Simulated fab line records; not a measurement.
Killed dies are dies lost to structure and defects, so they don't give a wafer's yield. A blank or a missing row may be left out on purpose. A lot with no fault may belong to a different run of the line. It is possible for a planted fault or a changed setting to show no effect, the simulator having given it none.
Split-lot experiment    flow sfqLine    route with 325 steps; 5 lots, 23 wafers read

THE SPLIT ITSELF
At SFQ_TRILAYER_R5_DEP_SPUTTER_133 (material MoNx, target thk 40 nm, time 66.7 s), the setting timeS was moved away from the recipe's 66.7 s on 8 of the 23 wafers read, by +3.9% to +13.5%. This setting was run at the recipe's value on the other wafers.

FROM THE SPLIT TO THE READING: what the file shows between them, 7 steps
- SFQ_TRILAYER_R5_DEP_SPUTTER_134: material Ti, target thk 5 nm, time 4.879 s
- SFQ_R5_RS_MEAS_933: measures by four-point-probe
- SFQ_R5_THK_MEAS_934: measures by xrf
- SFQ_TRILAYER_R5_LITHO_EXPOSE_137: exposes mask R5, target cd 500 nm (also split here: doseMj)
- SFQ_TRILAYER_R5_LITHO_PEB_139: peb time 60 s
- SFQ_TRILAYER_R5_LITHO_DEVELOP_138: time 60 s
- SFQ_TRILAYER_R5_BARC_OPEN_METAL_ETCH_177: etches BARC in O2, target depth 125 nm, time 41.7 s

THE READING
oesProductAu, in a.u., at SFQ_TRILAYER_R5_ETCH_METAL_ETCH_139 (etches the open film in Cl2, stops on SiO2, target depth 60 nm, time 40 s). Fault-free wafers of this fab line usually give 0.986 a.u., standard deviation 0.008 a.u.

wafer   tool, chamber at the split  timeS as run, s  against the recipe  oesProductAu, a.u.  against lot-mates on the recipe
L080.2  pvdSputter-05, -            66.7             recipe              0.988               -
L080.3  pvdSputter-05, -            66.7             recipe              0.990               -
L080.4  pvdSputter-05, -            66.7             recipe              0.992               -
L080.5  pvdSputter-05, -            70.78            +6.1%               0.988               -0.002
L080.6  pvdSputter-05, -            70.78            +6.1%               0.984               -0.006
L081.1  pvdSputter-03, -            66.7             recipe              0.976               -
L081.2  pvdSputter-03, -            66.7             recipe              0.978               -
L081.3  pvdSputter-03, -            66.7             recipe              0.982               -
L082.1  pvdSputter-03, -            66.7             recipe              0.983               -
L082.2  pvdSputter-03, -            69.27            +3.9%               0.978               -0.001
L082.3  pvdSputter-03, -            69.27            +3.9%               0.977               -0.002
L082.4  pvdSputter-03, -            66.7             recipe              0.975               -
L082.5  pvdSputter-03, -            69.27            +3.9%               0.980               +0.001
L084.1  pvdSputter-04, -            75.73            +13.5%              0.940               -0.059
L084.2  pvdSputter-04, -            75.73            +13.5%              0.955               -0.044
L084.4  pvdSputter-04, -            66.7             recipe              0.988               -
L084.5  pvdSputter-04, -            66.7             recipe              1.010               -
L084.6  pvdSputter-04, -            75.73            +13.5%              0.943               -0.056
L085.1  pvdSputter-03, -            66.7             recipe              0.978               -
L085.2  pvdSputter-03, -            66.7             recipe              0.980               -
L085.3  pvdSputter-03, -            66.7             recipe              0.979               -
L085.5  pvdSputter-03, -            66.7             recipe              0.985               -
L085.6  pvdSputter-03, -            66.7             recipe              0.979               -

FIT RESULTS
A straight line over all 23 wafers: oesProductAu changes by -0.00253 a.u. for each +1% of timeS; r = -0.79; the points scatter about the line by 0.0094 a.u.
The same after taking each lot's own level away (the mean of its wafers on the recipe; 23 wafers): -0.00355 a.u. for each +1%; r = -0.90; scatter 0.0085 a.u.
The reading moves by 0.048 a.u. for the largest change in timeS, on that fit.
Measured against the standard deviation above, the lots' own levels, which go from 0.9787 to 0.9990 a.u., span 2.5 times it.
So the lot-to-lot level blurs the effect unless lot-mates are compared.
Check: with one of the wafers moved furthest among these (+13.5%) left out of the fit, the line predicts -0.0402 a.u. for it against its lot-mates. It came out at -0.059 a.u. against them.

ADDITIONAL SPLITS CARRIED BY THESE WAFERS
These wafers also went through other splits before the reading. Each is held against what the fit with the lots' levels taken away leaves over:
other split on the same wafers              wafers away from the commonest value  r with oesProductAu (lot level and that fit taken away)
SFQ_TRILAYER_JJ_CE_LITHO_PEB_117 pebTempC   4                                     +0.13
SFQ_TRILAYER_M5_LITHO_COAT_123 resistThkNm  8                                     +0.18
SFQ_TRILAYER_R5_LITHO_EXPOSE_137 doseMj     4                                     +0.32

THE WHOLE CHAIN: every reading that the file lists as answering this split, in the file's order
step                                 what it does                                                               reading                                                                                     change (the file's fit)                    r (the file's)
SFQ_TRILAYER_R5_DEP_SPUTTER_133      material MoNx, target thk 40 nm, time 66.7 s                               MoNx_of_TRILAYER_R5_DEP_SPUTTER_133.thkNm (the simulator's own value, which no gauge read)  +0.397 nm for each +1% of the setting      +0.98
SFQ_R5_RS_MEAS_933                   measures by four-point-probe                                               R5_MONX_RS                                                                                  -0.0595 for each +1% of the setting        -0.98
SFQ_R5_THK_MEAS_934                  measures by xrf                                                            R5_MONX_THK                                                                                 +0.408 for each +1% of the setting         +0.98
SFQ_TRILAYER_R5_ETCH_METAL_ETCH_139  etches the open film in Cl2, stops on SiO2, target depth 60 nm, time 40 s  oesProductAu                                                                                -0.00316 a.u. for each +1% of the setting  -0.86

THE FILE'S OWN FIT
oesProductAu changes by -0.00316 a.u. for each +1% of timeS, r = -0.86.
